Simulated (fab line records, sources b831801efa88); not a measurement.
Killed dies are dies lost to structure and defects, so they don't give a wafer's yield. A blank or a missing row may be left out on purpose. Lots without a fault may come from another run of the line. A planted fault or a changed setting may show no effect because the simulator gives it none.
fab line records | flow sfq_line
record lots=6 wafers=17 last_day=83
route steps=325 shown INCOMING@1 L0@3
lots that met no fault: from a run of the same line without faults
start_h: hours from the record's first day to the start of the lot's first wafer shown | wait_h: hours since the lot's step before | " the same as in the row above | L1.1+2: a row that stands for several wafers | - no value, or no start given | * or withheld: withheld | < > ~ a bound
route shown NAME@n: a module of which the file shows steps, and the number in the route of the first | usual: mean/standard deviation of fault-free wafers | same: alike in all rows | chamber/n: place in a boat | sites: the reading at each site | _std_site: their standard deviation | _edge_site: outer sites' mean less inner sites' | radius_mm: how far each site lies from the wafer's centre | mask NAME#n: copy n | behind: the tool/chamber that last shaped the wafer | hold: why the lot was held/for how many hours/how that ended | device: the transistor (n, p or np) that didn't switch | end of line: the same wafers' tests at the end of the route | a step without rows: its recipe alone | killed: dies lost to structure and defects at the first sort, not the wafer's yield | map: a wafer's dies, x killed, . not, _ none there
set.NAME: the setting as run; set.NAME@STEP: as run at that earlier step | model.NAME: the simulator's own value behind a step, which no gauge read
lots at some steps of the route; a table a step, a row a wafer
services: from which hour (start_h, from the record's first day; less than 0 if before it) a tool's chamber was out of use, for how many hours, and why
## steps
# step SFQ_INCOMING_BOW_MEAS_900
# recipe mode=bow
# usual INCOMING_BOW=0/6.8
# columns lot.wafer tool chamber start_h wait_h INCOMING_BOW[um]
L225.1 film_metro-02 - 15.00 - -9
L225.3 " - " " -4
L225.4 " - " " -9
L231.2 film_metro-03 - 45.02 - 8
L231.3 " - " " 0
L231.4 " - " " -5
L235.1 film_metro-04 - 65.00 - -8
L235.4 " - " " -3
L244.1 film_metro-03 - 110.00 - 1
L244.4 " - " " 18
L244.6 " - " " -6
L246.3 film_metro-04 - 120.04 - 9
L246.4 " - " " -8
L246.5 " - " " 0
L247.1 film_metro-03 - 125.00 - 0
L247.2 " - " " 8
L247.3 " - " " 2
# step SFQ_TRILAYER_INCOMING_OXIDATION_002
# recipe temp_c=1000 ambient=H2O target_thk_a=5000 p_h2o_torr=720 ox_time_s=4939
# step SFQ_TRILAYER_L0_DEP_SPUTTER_003
# recipe material=MoNx_KI base_pressure_pa=1.33e-06 target_thk_nm=40 power_w=800 time_s=100 chamber_pressure_pa=0.4
# usual throttle_valve_pct=30.1/1.1
# columns lot.wafer tool chamber start_h wait_h throttle_valve_pct
L225.1 pvd_sputter-05 - 17.49 0.0 31.9
L225.3 " - " " 29.9
L225.4 " - " " 28.6
L231.2 pvd_sputter-05 - 47.49 0.0 29.8
L231.3 " - " " 31.4
L231.4 " - " " 28.3
L235.1 pvd_sputter-03 - 67.49 0.0 31.6
L235.4 " - " " 29.1
L244.1 pvd_sputter-03 - 112.49 0.0 29.0
L244.4 " - " " 29.2
L244.6 " - " " 30.3
L246.3 pvd_sputter-03 - 122.49 0.0 30.5
L246.4 " - " " 29.0
L246.5 " - " " 29.0
L247.1 pvd_sputter-03 - 127.49 0.0 30.4
L247.2 " - " " 31.8
L247.3 " - " " 29.1
# step SFQ_L0_RS_MEAS_901
# recipe thk_meas_gauge=four-point-probe reads=MoNx_KI_of_TRILAYER_L0_DEP_SPUTTER_003
# usual L0_MONX_KI_RS=43.4/0.49
# columns lot.wafer tool chamber start_h wait_h L0_MONX_KI_RS[ohm/sq]
L225.1 film_metro-04 - 17.56 0.0 43.2
L225.3 " - " " 43.2
L225.4 " - " " 43.6
L231.2 film_metro-02 - 47.58 0.1 43.9
L231.3 " - " " 43.2
L231.4 " - " " 43.6
L235.1 film_metro-02 - 67.56 0.0 43.9
L235.4 " - " " 43.7
L244.1 film_metro-01 - 112.56 0.0 44.5
L244.4 " - " " 44.5
L244.6 " - " " 43.8
L246.3 film_metro-02 - 122.60 0.1 43.6
L246.4 " - " " 44.2
L246.5 " - " " 43.6
L247.1 film_metro-02 - 127.56 0.0 43.8
L247.2 " - " " 43.6
L247.3 " - " " 43.9
# step SFQ_L0_THK_MEAS_902
# recipe thk_meas_gauge=xrf reads=MoNx_KI_of_TRILAYER_L0_DEP_SPUTTER_003
# usual L0_MONX_KI_THK=39.7/0.48
# columns lot.wafer tool chamber start_h wait_h L0_MONX_KI_THK[nm]
L225.1 film_metro-04 - 17.68 0.1 39.8
L225.3 " - " " 39.9
L225.4 " - " " 39.7
L231.2 film_metro-02 - 47.69 0.1 39.6
L231.3 " - " " 39.9
L231.4 " - " " 39.6
L235.1 film_metro-02 - 67.68 0.1 39.4
L235.4 " - " " 39.4
L244.1 film_metro-01 - 112.68 0.1 39.1
L244.4 " - " " 38.9
L244.6 " - " " 39.5
L246.3 film_metro-02 - 122.70 0.1 39.5
L246.4 " - " " 39.0
L246.5 " - " " 39.2
L247.1 film_metro-02 - 127.68 0.1 39.3
L247.2 " - " " 39.7
L247.3 " - " " 39.2
# step SFQ_TRILAYER_L0_LITHO_COAT_010
# recipe resist=BARC spin_rpm=3000 resist_thk_nm=62
# usual exhaust_pa=44.9/0.92
# columns lot.wafer tool chamber start_h wait_h exhaust_pa model.BARC_of_TRILAYER_L0_LITHO_COAT_010.thk_nm
L225.1 litho_track-03 0 17.74 0.1 45.6 62.31
L225.3 " 0 " " 45.3 62.13
L225.4 " 0 " " 44.2 62.21
L231.2 litho_track-03 0 47.79 0.1 46.3 61.81
L231.3 " 0 " " 44.9 61.58
L231.4 " 0 " " 46.7 58.29
L235.1 litho_track-03 0 67.74 0.1 44.6 61.77
L235.4 " 0 " " 44.6 58.37
L244.1 litho_track-01 0 112.74 0.1 45.8 62.11
L244.4 " 0 " " 44.1 62.31
L244.6 " 0 " " 44.5 62.06
L246.3 litho_track-01 0 122.93 0.2 43.0 62.18
L246.4 " 0 " " 43.7 62.25
L246.5 " 0 " " 43.7 62.02
L247.1 litho_track-03 0 127.74 0.1 43.7 61.94
L247.2 " 0 " " 44.8 61.93
L247.3 " 0 " " 45.0 62.15
# step SFQ_TRILAYER_L0_LITHO_COAT_005
# recipe resist=KrF spin_rpm=3000 resist_thk_nm=600
# step SFQ_TRILAYER_L0_LITHO_SOFTBAKE_009
# recipe temp_c=withheld time_s=withheld resist=KrF
# step SFQ_TRILAYER_L0_LITHO_EXPOSE_006
# recipe mask_id=L0 na=0.6 source_shape=conventional sigma_outer=0.65 target_cd_nm=2000 dose_mj=14.4
# step SFQ_TRILAYER_L0_LITHO_PEB_008
# recipe peb_temp_c=115 peb_time_s=60 resist=KrF
# step SFQ_TRILAYER_L0_LITHO_DEVELOP_007
# recipe time_s=60 resist=KrF
# step SFQ_TRILAYER_L0_BARC_OPEN_METAL_ETCH_010
# recipe mask_material=PR chemistry=O2 target_depth_nm=125 target=BARC icp_w=600 bias_w=80 pressure_mtorr=10 time_s=41.7
# usual drypump_motor_current_A=5.6/0.51 oes_product_au=0.685/0.005
# columns lot.wafer tool chamber start_h wait_h drypump_motor_current_A oes_product_au rf_hours_counter_h model.etch.depth_nm
L225.1 rie_metal-01 1 89.41 0.1 5.7 0.685 1 62.31
L225.3 " 0 " " 5.3 0.687 - 62.13
L225.4 " 1 " " 5.6 0.692 - 62.21
L231.2 rie_metal-03 0 111.53 0.1 5.9 0.684 197 61.81
L231.3 " 0 " " 5.9 0.686 - 61.58
L231.4 " 1 " " 5.0 0.661 - 58.29
L235.1 rie_metal-03 1 135.53 0.1 5.0 0.682 83 61.77
L235.4 " 0 " " 5.9 0.668 - 58.37
L244.1 rie_metal-03 0 193.93 0.1 5.9 0.695 7 62.11
L244.4 " 1 " " 5.0 0.690 - 62.31
L244.6 " 1 " " 5.0 0.682 - 62.06
L246.3 rie_metal-03 1 202.35 0.1 5.0 0.687 - 62.18
L246.4 " 0 " " 6.0 0.690 - 62.25
L246.5 " 1 " " 5.0 0.683 - 62.02
L247.1 rie_metal-01 1 207.13 0.1 5.7 0.680 22 61.94
L247.2 " 0 " " 5.3 0.681 46 61.93
L247.3 " 0 " " 5.4 0.680 - 62.15
# step SFQ_TRILAYER_L0_ETCH_METAL_ETCH_008
# recipe target=MoNx_KI stop_on=SiO2 mask_material=PR chemistry=SF6/O2 target_depth_nm=50 icp_w=600 bias_w=80 pressure_mtorr=10 time_s=25
# usual drypump_motor_current_A=5.6/0.51 oes_product_au=0.874/0.0072
# columns lot.wafer tool chamber start_h wait_h drypump_motor_current_A oes_product_au rf_hours_counter_h
L225.1 rie_metal-01 1 89.47 0.0 5.7 0.876 1
L225.3 " 0 " " 5.3 0.877 -
L225.4 " 1 " " 5.7 0.872 -
L231.2 rie_metal-03 0 111.59 0.0 6.0 0.870 197
L231.3 " 0 " " 6.0 0.876 -
L231.4 " 1 " " 5.0 0.874 -
L235.1 rie_metal-03 1 135.59 0.0 5.0 0.870 83
L235.4 " 0 " " 6.0 0.870 -
L244.1 rie_metal-03 0 193.99 0.0 6.0 0.868 7
L244.4 " 1 " " 5.0 0.862 -
L244.6 " 1 " " 5.0 0.865 -
L246.3 rie_metal-03 1 202.41 0.0 5.0 0.871 -
L246.4 " 0 " " 6.0 0.863 -
L246.5 " 1 " " 5.0 0.875 -
L247.1 rie_metal-01 1 207.19 0.0 5.7 0.865 22
L247.2 " 0 " " 5.3 0.868 46
L247.3 " 0 " " 5.3 0.867 -
## services
# columns tool chamber start_h hours kind
pvd_sputter-03 - -1.06 1.2 repair
rie_metal-03 - 16.27 14.6 pm
pvd_sputter-03 2 16.61 - consumable_replace:kit
pvd_sputter-03 2 16.61 18.0 scheduled_down
pvd_sputter-03 2 16.61 18.0 vent_cycle
pvd_sputter-05 - 28.33 4.2 repair
pvd_sputter-03 - 32.92 0.7 repair
rie_metal-03 - 47.90 1.4 pm
pvd_sputter-03 - 58.81 1.9 repair
rie_metal-01 1 66.90 - clean
rie_metal-01 1 66.90 - consumable_replace:focus_ring
rie_metal-01 1 66.90 17.1 scheduled_down
rie_metal-01 1 66.90 17.1 vent_cycle
pvd_sputter-05 - 77.51 3.6 repair
pvd_sputter-05 - 87.42 7.4 repair
pvd_sputter-05 - 101.54 8.1 repair
rie_metal-03 0 147.71 - clean
rie_metal-03 0 147.71 14.8 scheduled_down
rie_metal-03 0 147.71 14.8 vent_cycle
pvd_sputter-05 - 179.60 13.4 repair
pvd_sputter-05 - 196.43 0.6 repair
rie_metal-01 - 201.08 2.8 pm
## key
first_sign step=SFQ_TRILAYER_L0_BARC_OPEN_METAL_ETCH_010 reading=oes_product_au direction=down sigmas=4 usual=0.685 struck=0.665
effect none on later readings
model_effect step=SFQ_TRILAYER_L0_LITHO_COAT_010 value=BARC_of_TRILAYER_L0_LITHO_COAT_010.thk_nm without=61.93 struck=58.33
model_effect step=SFQ_TRILAYER_L0_BARC_OPEN_METAL_ETCH_010 value=etch.depth_nm without=61.93 struck=58.33
met_at SFQ_TRILAYER_L0_LITHO_COAT_010
struck_wafers L231.4,L235.4
onset_between 17.74 47.79
fault kind=process_parameter_drift tool=litho_track-03 chamber=- onset_h=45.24 steps=SFQ_TRILAYER_L0_LITHO_COAT_010 channel=resist_thk_nm offset=-3.6049 shape=step end_h=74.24 scope=struck_wafers_only acts_in=these_recipes_only stated=62
